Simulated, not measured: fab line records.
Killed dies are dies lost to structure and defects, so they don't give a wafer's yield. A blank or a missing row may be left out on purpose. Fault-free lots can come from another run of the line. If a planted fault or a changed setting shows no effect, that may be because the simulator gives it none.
Which tool is to blame? ; flow gf180mcu ; Sampling: 14 lots, 41 wafers, 6 of 602 route steps

WHAT EACH GAUGE READ, for each wafer
GF_DUAL_GATE_THK_MEAS_03. Usual: DUAL_GATE_OXIDATION_00_THK gives 10.89 nm (standard deviation 0.18).
lot;measured;on;DUAL_GATE_OXIDATION_00_THK (nm);flag
L330;day 7 16:53;film metro-01;10.88 10.97 10.93;
L331;day 7 23:49;film metro-03;11.09 10.97 10.98;
L332;day 8 06:32;film metro-02;11.06 10.98 11.10;
L333;day 8 12:20;film metro-02;10.74 10.63 10.68;
L335;day 9 01:58;film metro-01;11.18 10.91 11.07;
L336;day 9 10:23;film metro-03;10.70 10.64 10.76;
L337;day 9 15:58;film metro-02;10.87 10.89 10.81;
L341;day 10 17:24;film metro-02;10.73 10.69 10.85;
L342;day 11 00:43;film metro-02;10.70 10.91 10.64;
L343;day 11 07:58;film metro-03;10.92 10.83;
L347;day 12 18:10;film metro-02;10.86 10.98 10.96;
L351;day 13 16:21;film metro-03;11.06 11.01 11.01;
L352;day 13 22:47;film metro-02;10.88 10.97 11.16;
L353;day 14 09:24;film metro-02;11.12 11.03 11.06;

GF_PSD_RS_MEAS_14: uses a four-point probe to measure. Usual: NSD_RS gives 46.17 ohm/sq (standard deviation 0.11).
lot;measured;on;NSD_RS (ohm/sq);flag
L330;day 14 08:19;film metro-03;45.97 45.94 46.01;
L331;day 14 16:01;film metro-03;46.13 46.13 46.12;
L332;day 14 23:34;film metro-04;46.13 46.21 46.28;
L333;day 15 05:34;film metro-02;46.20 46.09 46.33;
L335;day 15 21:42;film metro-02;46.18 46.18 46.20;
L336;day 16 10:04;film metro-03;46.15 46.11 46.18;
L337;day 16 18:28;film metro-03;46.07 46.18 46.20;
L341;day 17 23:27;film metro-04;44.40 46.24 46.40;OFF
L342;day 18 10:35;film metro-04;44.29 44.30 46.26;OFF
L343;day 18 16:19;film metro-04;44.31 46.23;OFF
L347;day 20 20:19;film metro-02;46.01 46.00 45.99;
L351;day 22 01:21;film metro-04;46.23 46.27 46.23;
L352;day 22 02:58;film metro-04;46.28 46.31 46.30;
L353;day 22 16:54;film metro-03;46.20 46.22 46.19;

GF_PSD_RS_MEAS_15: uses a four-point probe to measure. Usual: PSD_RS gives 108.65 ohm/sq (standard deviation 0.3).
lot;measured;on;PSD_RS (ohm/sq);flag
L330;day 14 08:26;film metro-03;108.40 108.03 108.05;
L331;day 14 16:08;film metro-03;108.83 108.70 108.49;
L332;day 14 23:41;film metro-04;108.28 108.57 108.74;
L333;day 15 05:41;film metro-02;108.86 108.63 108.97;
L335;day 15 21:49;film metro-02;108.64 108.76 108.88;
L336;day 16 10:11;film metro-03;108.59 108.69 108.62;
L337;day 16 18:35;film metro-03;108.17 108.53 108.59;
L341;day 17 23:34;film metro-04;104.28 108.73 109.23;OFF
L342;day 18 10:42;film metro-04;104.81 104.73 108.90;OFF
L343;day 18 16:26;film metro-04;104.67 108.60;OFF
L347;day 20 20:26;film metro-02;108.13 108.29 108.28;
L351;day 22 01:28;film metro-04;108.89 108.83 108.57;
L352;day 22 03:05;film metro-04;108.96 109.02 108.88;
L353;day 22 17:01;film metro-03;108.97 108.62 108.86;

GF_SAB_THK_MEAS_01. Usual: SAB_CVD_00_THK gives 50.0 nm (standard deviation 0.75).
lot;measured;on;SAB_CVD_00_THK (nm);flag
L330;day 14 08:35;film metro-01;50.1 50.3 50.3;
L331;day 14 16:16;film metro-02;49.8 51.7 50.9;
L332;day 14 23:50;film metro-02;48.6 49.4 50.1;
L333;day 15 05:50;film metro-01;50.4 51.4 50.8;
L335;day 15 21:58;film metro-01;48.9 49.7 50.4;
L336;day 16 10:19;film metro-03;49.4 50.1 51.1;
L337;day 16 18:44;film metro-02;49.9 49.9 50.2;
L341;day 17 23:42;film metro-02;49.6 49.7 50.1;
L342;day 18 10:50;film metro-03;49.4 49.1 50.9;
L343;day 18 16:35;film metro-02;50.5 51.5;
L347;day 20 20:35;film metro-01;49.0 49.7 50.8;
L351;day 22 01:37;film metro-02;49.6 49.6 50.5;
L352;day 22 03:12;film metro-03;48.5 50.0 49.1;
L353;day 22 17:09;film metro-02;49.7 50.2 49.6;

GF_CONTACT_THK_MEAS_26: measures by xrf. Usual: CONTACT_W_THK gives 298 nm (standard deviation 5.1).
lot;measured;on;CONTACT_W_THK (nm);flag
L330;day 16 04:44;film metro-04;308 305 310;
L331;day 16 12:13;film metro-01;301 306 305;
L332;day 16 21:43;film metro-04;295 303 300;
L333;day 17 03:19;film metro-04;308 300 301;
L335;day 17 20:21;film metro-03;284 291 289;
L336;day 18 08:37;film metro-03;288 293 284;
L337;day 18 18:35;film metro-04;303 304 296;
L341;day 20 02:58;film metro-01;303 307 301;
L342;day 20 14:18;film metro-04;298 299 298;
L343;day 20 20:35;film metro-04;300 299;
L347;day 22 22:02;film metro-03;295 294 294;
L351;day 24 01:32;film metro-04;300 296 296;
L352;day 24 02:57;film metro-03;290 286 289;
L353;day 24 15:42;film metro-01;300 309 304;

TOOL THAT RAN EACH LOT (tool first, then ch and the chambers of the sampled wafers, then the start)
lot;GF_PSD_RTA_13
L330;rtp anneal-02 ch 0, day 14 08:14
L331;rtp anneal-01 ch 0, day 14 15:56
L332;rtp anneal-01 ch 0, day 14 23:29
L333;rtp anneal-02 ch 0, day 15 05:29
L335;rtp anneal-02 ch 0, day 15 21:37
L336;rtp anneal-02 ch 0, day 16 09:59
L337;rtp anneal-01 ch 0, day 16 18:23
L341;rtp anneal-02 ch 0, day 17 23:22
L342;rtp anneal-02 ch 0, day 18 10:30
L343;rtp anneal-02 ch 0, day 18 16:14
L347;rtp anneal-01 ch 0, day 20 20:14
L351;rtp anneal-02 ch 0, day 22 01:16
L352;rtp anneal-02 ch 0, day 22 02:52
L353;rtp anneal-01 ch 0, day 22 16:49
- GF_PSD_RTA_13: time 20 s.

WHAT THE TOOLS THEMSELVES READ (means of the sampled wafers that have a number; where no wafer has one, the mark that the record gives instead)
GF_PSD_RTA_13. Usual: lamp power pct 33 %, standard deviation 3.7; run length s 48.88 s, standard deviation 0.18; wafer_temp_C_max 1031.9, standard deviation 1.5.
lot;tool;lamp power pct (%);run length s (s);wafer_temp_C_max;flag
L330;rtp anneal-02;31;48.75;1033.1;
L331;rtp anneal-01;38;48.88;1030.9;
L332;rtp anneal-01;38;48.93;1030.8;
L333;rtp anneal-02;31;48.80;1031.7;
L335;rtp anneal-02;31;48.70;1031.8;
L336;rtp anneal-02;31;48.73;1032.7;
L337;rtp anneal-01;38;48.94;1029.9;
L341;rtp anneal-02;31;52.17;1034.6;OFF
L342;rtp anneal-02;31;55.22;1032.1;OFF
L343;rtp anneal-02;31;53.64;1032.8;OFF
L347;rtp anneal-01;38;48.83;1031.7;
L351;rtp anneal-02;31;48.81;1032.3;
L352;rtp anneal-02;31;48.74;1032.8;
L353;rtp anneal-01;38;48.91;1029.6;

THE ANSWER, worked out from the rows above alone
Rule: lot off if the mean of its wafers having a number is beyond 3 standard deviations from the usual mean. Also off: a lot with no number at a reading for which 4 or more lots have one. All remaining lots with rows at the step are treated as sound. The gauges are gone through in route order, then the tools' own readings, and for those a lot's mean is taken as printed above. The first step at which some lot is off is used, and at that step the reading that is off furthest; a lot without a number counts as furthest.
Off: L341, L342, L343, seen at GF_PSD_RS_MEAS_14 (NSD_RS).
If a tool, at a process step before that reading, ran all the lots that are off and no sound lot after the first of them, it fits. The gauges at GF_PSD_RS_MEAS_14 aren't tried: what is off there is off at GF_PSD_RTA_13 too, on other tools, and a gauge's error can't cause that. Not one of the candidates tried fits.

WHAT HAD BEEN PUT IN BY THE SIMULATOR
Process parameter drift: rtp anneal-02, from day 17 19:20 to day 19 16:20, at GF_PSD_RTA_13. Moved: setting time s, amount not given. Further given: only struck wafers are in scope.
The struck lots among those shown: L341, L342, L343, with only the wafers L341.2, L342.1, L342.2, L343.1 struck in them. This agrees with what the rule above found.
